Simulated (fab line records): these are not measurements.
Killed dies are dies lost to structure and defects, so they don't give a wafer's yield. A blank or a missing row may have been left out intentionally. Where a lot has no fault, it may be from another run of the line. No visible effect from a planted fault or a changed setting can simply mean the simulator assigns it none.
Which tool did it? || flow sky130 || 33 wafers from 11 lots sampled at 3 of the route's 708 steps

WHAT THE GAUGES SHOWED, per wafer
SKY_VT_ADJUST_NCORE_OVL_MEAS_08.
{"lot": "L706", "measured": "day 8 16:57", "on": "overlay-01", "VT_ADJUST_NCORE_OVL (nm)": "-2.4 -2.7 -1.7"}
{"lot": "L707", "measured": "day 9 02:40", "on": "overlay-02", "VT_ADJUST_NCORE_OVL (nm)": "-0.2 -0.7 -0.2"}
{"lot": "L708", "measured": "day 9 10:15", "on": "overlay-01", "VT_ADJUST_NCORE_OVL (nm)": "1.2 0.5 1.9"}
{"lot": "L709", "measured": "day 9 12:55", "on": "overlay-02", "VT_ADJUST_NCORE_OVL (nm)": "0.5 -1.5 0.8"}
{"lot": "L710", "measured": "day 9 16:49", "on": "overlay-02", "VT_ADJUST_NCORE_OVL (nm)": "-1.7 -1.4 -2.2"}
{"lot": "L711", "measured": "day 10 03:55", "on": "overlay-01", "VT_ADJUST_NCORE_OVL (nm)": "0.6 1.2 -0.9"}
{"lot": "L712", "measured": "day 10 12:22", "on": "overlay-02", "VT_ADJUST_NCORE_OVL (nm)": "-2.1 -1.6 -2.2"}
{"lot": "L713", "measured": "day 10 15:57", "on": "overlay-02", "VT_ADJUST_NCORE_OVL (nm)": "-1.1 -1.4 -1.3"}
{"lot": "L714", "measured": "day 11 00:20", "on": "overlay-02", "VT_ADJUST_NCORE_OVL (nm)": "0.1 -2.4 -1.9"}
{"lot": "L722", "measured": "day 13 15:01", "on": "overlay-01", "VT_ADJUST_NCORE_OVL (nm)": "-127.7 -124.8 -124.5"}
{"lot": "L723", "measured": "day 13 15:45", "on": "overlay-02", "VT_ADJUST_NCORE_OVL (nm)": "-129.7 -129.5 -129.3"}

SKY_CONTACT_THK_MEAS_03.
{"lot": "L706", "measured": "day 30 12:30", "on": "film-metro-04", "CONTACT_HDPCVD_THK (nm)": "563 565 566"}
{"lot": "L707", "measured": "day 30 21:16", "on": "film-metro-01", "CONTACT_HDPCVD_THK (nm)": "559 565 574"}
{"lot": "L708", "measured": "day 31 09:25", "on": "film-metro-02", "CONTACT_HDPCVD_THK (nm)": "579 572 586"}
{"lot": "L709", "measured": "day 31 17:37", "on": "film-metro-04", "CONTACT_HDPCVD_THK (nm)": "573 573 568"}
{"lot": "L710", "measured": "day 31 20:21", "on": "film-metro-01", "CONTACT_HDPCVD_THK (nm)": "570 580 574"}
{"lot": "L711", "measured": "day 32 06:59", "on": "film-metro-02", "CONTACT_HDPCVD_THK (nm)": "567 571 578"}
{"lot": "L712", "measured": "day 32 20:22", "on": "film-metro-04", "CONTACT_HDPCVD_THK (nm)": "587 584 576"}
{"lot": "L713", "measured": "day 33 07:50", "on": "film-metro-04", "CONTACT_HDPCVD_THK (nm)": "570 573 573"}
{"lot": "L714", "measured": "day 33 09:37", "on": "film-metro-01", "CONTACT_HDPCVD_THK (nm)": "569 573 568"}
{"lot": "L722", "measured": "day 36 04:05", "on": "film-metro-01", "CONTACT_HDPCVD_THK (nm)": "580 578 574"}
{"lot": "L723", "measured": "day 36 04:40", "on": "film-metro-02", "CONTACT_HDPCVD_THK (nm)": "576 578 569"}

WHICH TOOL RAN EACH LOT (tool, then ch and the chambers of the sampled wafers, then the start)
{"lot": "L706", "SKY_VT_ADJUST_NCORE_EXPOSE_04": "iline-stepper-01 ch 0, day 8 06:37"}
{"lot": "L707", "SKY_VT_ADJUST_NCORE_EXPOSE_04": "iline-stepper-02 ch 0, day 8 15:32"}
{"lot": "L708", "SKY_VT_ADJUST_NCORE_EXPOSE_04": "iline-stepper-02 ch 0, day 8 23:15"}
{"lot": "L709", "SKY_VT_ADJUST_NCORE_EXPOSE_04": "iline-stepper-02 ch 0, day 9 01:45"}
{"lot": "L710", "SKY_VT_ADJUST_NCORE_EXPOSE_04": "iline-stepper-02 ch 0, day 9 05:38"}
{"lot": "L711", "SKY_VT_ADJUST_NCORE_EXPOSE_04": "iline-stepper-01 ch 0, day 9 17:47"}
{"lot": "L712", "SKY_VT_ADJUST_NCORE_EXPOSE_04": "iline-stepper-01 ch 0, day 10 00:52"}
{"lot": "L713", "SKY_VT_ADJUST_NCORE_EXPOSE_04": "iline-stepper-01 ch 0, day 10 05:07"}
{"lot": "L714", "SKY_VT_ADJUST_NCORE_EXPOSE_04": "iline-stepper-01 ch 0, day 10 13:31"}
{"lot": "L722", "SKY_VT_ADJUST_NCORE_EXPOSE_04": "iline-stepper-02 ch 0, day 13 02:40"}
{"lot": "L723", "SKY_VT_ADJUST_NCORE_EXPOSE_04": "iline-stepper-02 ch 0, day 13 03:12"}
- SKY_VT_ADJUST_NCORE_EXPOSE_04: exposes mask LVTN COMPLEMENT THIN, target cd 380 nm.

AS READ BY THE TOOLS THEMSELVES (means over the sampled wafers that have a number; for cases with no such wafer, the mark the record gives instead)
The record holds no such reading with a usual standard deviation.

THE ANSWER, worked out from the rows above alone
Rule: the lots themselves supply what counts as usual. The widest of any qualifying gaps counts: lots, ordered by their means at a reading, are off when they make up no more than a third of the lots, leave a main group of 4 or more, and stand apart from it by 3 or more times the standard deviation of that group's means. A main group whose means are all the same, to the digits that the tables above print for the reading, isn't used. Also off: a lot with no number at a reading for which 4 or more lots have one. The other lots that the step has rows for count as sound. Order of review: gauges by route order, followed by the tools' own readings, for which a lot's mean as printed above is used. At the first step where some lot is off, the reading lying furthest off is the one used; lots without a number count as furthest.
Off: L722, L723, seen at SKY_VT_ADJUST_NCORE_OVL_MEAS_08 (VT_ADJUST_NCORE_OVL). The main group has a mean of -0.8 nm with a standard deviation of 1.1.
A tool fits if, at a process step before that reading, it ran every lot that is off, and no sound lot after the first of them. Those tools and the gauges at SKY_VT_ADJUST_NCORE_OVL_MEAS_08 are tried in the same way. One fits: SKY_VT_ADJUST_NCORE_EXPOSE_04 on iline-stepper-02. A fault onset in the window from L710 (day 9 05:38, its last sound lot) to L722 (day 13 02:40, its first lot off) fits.

WHAT HAD BEEN PUT IN BY THE SIMULATOR
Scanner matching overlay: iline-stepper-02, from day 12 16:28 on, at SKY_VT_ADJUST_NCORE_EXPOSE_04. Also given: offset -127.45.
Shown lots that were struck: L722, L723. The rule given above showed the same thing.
